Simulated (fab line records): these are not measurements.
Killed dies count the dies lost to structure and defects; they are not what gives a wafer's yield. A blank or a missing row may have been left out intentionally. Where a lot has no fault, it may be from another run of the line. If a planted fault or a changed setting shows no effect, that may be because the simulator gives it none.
2 desks looking at one fault	flow sky130	every desk sees just its own numbers, and what lay behind them comes last

THE METROLOGY DESK
Lot by lot, what the gauges showed, no matter which tool ran the lot: averages of those sampled wafers that carry a number. The brackets show how far a lot's mean lies from the usual mean; more than 4 standard deviations puts the lot out of limits, marked OUT.
Columns: A = METAL1_ALCU_THK at SKY_METAL1_THK_MEAS_06, usual 246 nm; B = cd nm at SKY_VIA1_CD_MEAS_12, usual 149.7 nm
lot	first seen here	A	B
L687	day 31 06:56	247	150.4
L688	day 31 16:56	248	149.3
L689	day 33 02:32	246	147.8
L691	day 33 03:25	247	151.2
L690	day 33 04:37	246	148.7
L693	day 33 13:20	247	149.1
L704	day 37 05:40	249	151.5
L705	day 37 07:20	251	147.0
L706	day 38 01:31	249	148.9
L707	day 38 03:06	244	150.1
L708	day 38 09:43	241	148.0
L710	day 39 21:11	246	150.3
L709	day 39 23:15	247	152.0
This desk's verdict: no lot among the 13 shows anything out of limits.

THE TOOL OWNER'S DESK: litho track-02
The tool's own readings at SKY_METAL2_DEVELOP_14 (develop time 60 s): means of the sampled wafers that have a number, for each lot that ran on this tool. The brackets show how far a lot's mean lies from the usual mean; more than 4 standard deviations puts the lot out of limits, marked OUT.
Columns: A = developer temp C at SKY_METAL2_DEVELOP_14, usual 21.00 C; B = exhaust pa at SKY_METAL2_DEVELOP_14, usual 45.0 Pa
lot	first seen here	A	B
L687	day 34 17:00	21.02	44.4
L689	day 36 10:00	20.89	43.8
L691	day 36 13:00	20.97	44.4
L690	day 36 14:00	21.85 (+8.5) OUT	44.8
L693	day 36 23:00	21.78 (+7.8) OUT	46.3
L705	day 40 13:00	20.95	45.9
L706	day 41 06:00	20.96	45.6
L708	day 41 14:00	21.02	44.8
This desk's verdict: out of limits on L690, L693, starting with L690 at day 36 14:00 (developer temp C at SKY_METAL2_DEVELOP_14). L687, L689, L691, L705, L706, L708 stayed within limits.

TAKEN TOGETHER
At day 36 14:00, on L690, L693, the tool owner's desk was in a position to raise an alarm.
The metrology desk saw nothing out of limits.
The metrology desk holds a record of L690, L693, inside its limits.
Of the lots named, all ran SKY_METAL2_DEVELOP_14 on litho track-02.

WHAT THE SIMULATOR HAD INSERTED
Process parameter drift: litho track-02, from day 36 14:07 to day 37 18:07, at SKY_METAL2_DEVELOP_14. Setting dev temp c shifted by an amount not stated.
Struck lots among those shown: L690, L693.
